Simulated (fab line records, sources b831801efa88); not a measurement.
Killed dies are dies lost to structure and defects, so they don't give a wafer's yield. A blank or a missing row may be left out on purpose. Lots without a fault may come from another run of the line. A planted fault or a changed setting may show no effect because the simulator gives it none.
One fault seen from 2 desks | flow sky130 | each desk has only its own numbers; what lay behind them comes last

THE TOOL OWNER'S DESK: implanter-04
The tool's own readings at SKY_VT_ADJUST_NCORE_IMPLANT_09: means of the sampled wafers that have a number, for each lot that ran on this tool. A lot is out of limits, marked OUT, if its mean lies more than 4 standard deviations from the usual mean; the brackets give that distance.
Columns: A = beam_energy_keV at SKY_VT_ADJUST_NCORE_IMPLANT_09, usual 10.000
lot  | first seen here | A
L402 | day 9 11:13     | 10.000
L405 | day 10 03:26    | 10.004
L407 | day 11 09:30    | 10.000
L413 | day 12 09:37    | 10.001
L414 | day 12 11:38    | 9.997
L416 | day 13 02:50    | 12.145 (+99 or more) OUT
L418 | day 13 19:46    | 12.152 (+99 or more) OUT
L421 | day 14 13:47    | 12.146 (+99 or more) OUT
This desk's finding: out of limits on L416, L418, L421; first on L416, day 13 02:50 (beam_energy_keV at SKY_VT_ADJUST_NCORE_IMPLANT_09). In limits: L402, L405, L407, L413, L414.

THE METROLOGY DESK
What the gauges read, lot by lot, whatever tool the lot ran on: means of the sampled wafers that have a number. A lot is out of limits, marked OUT, if its mean lies more than 4 standard deviations from the usual mean; the brackets give that distance.
Columns: A = FIELD_ISO_OXIDATION_01_THK at SKY_FIELD_ISO_THK_MEAS_23, usual 10.01 nm; B = cd_nm at SKY_VT_ADJUST_HVTP_CD_MEAS_07, usual 379.3 nm; C = VT_ADJUST_NCORE_TW at SKY_VT_ADJUST_NCORE_TW_MEAS_11, usual 219.9
lot  | first seen here | A     | B     | C
L402 | day 2 16:04     | 9.92  | 383.5 | 222.8
L405 | day 3 03:11     | 9.89  | 375.3 | 218.2
L406 | day 3 14:18     | 9.85  | 379.3 | 217.9
L407 | day 4 03:01     | 10.00 | 383.7 | 220.5
L408 | day 4 03:02     | 10.23 | 377.2 | 216.7
L413 | day 5 01:16     | 10.08 | 381.0 | 220.5
L414 | day 5 06:07     | 10.07 | 379.4 | 220.2
L416 | day 5 15:23     | 10.01 | 378.6 | 227.0
L418 | day 6 00:55     | 9.98  | 378.5 | 227.1
L421 | day 6 16:39     | 10.14 | 377.9 | 229.0 (+4.1) OUT
L422 | day 6 20:44     | 9.99  | 375.8 | 218.9
L424 | day 7 10:44     | 9.85  | 378.3 | 221.8
This desk's finding: out of limits on L421; first on L421, day 14 14:02 (VT_ADJUST_NCORE_TW at SKY_VT_ADJUST_NCORE_TW_MEAS_11). In limits: L402, L405, L406, L407, L408, L413, L414, L416, L418, L422, L424.

PUT TOGETHER
The tool owner's desk could have raised an alarm at day 13 02:50, on L416, L418, L421.
The metrology desk could have raised an alarm at day 14 14:02, on L421.
The metrology desk has L416, L418 on record, within its limits.
Of the lots named, all ran SKY_VT_ADJUST_NCORE_IMPLANT_09 on implanter-04.

WHAT THE SIMULATOR HAD PUT IN
Process parameter drift: implanter-04, from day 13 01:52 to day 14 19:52, at SKY_VT_ADJUST_NCORE_IMPLANT_09. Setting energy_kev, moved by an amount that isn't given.
Lots struck among those shown: L416, L418, L421.
Hours from the fault's start to each desk's first reading out of limits: the tool owner's desk, 1; the metrology desk, 36.
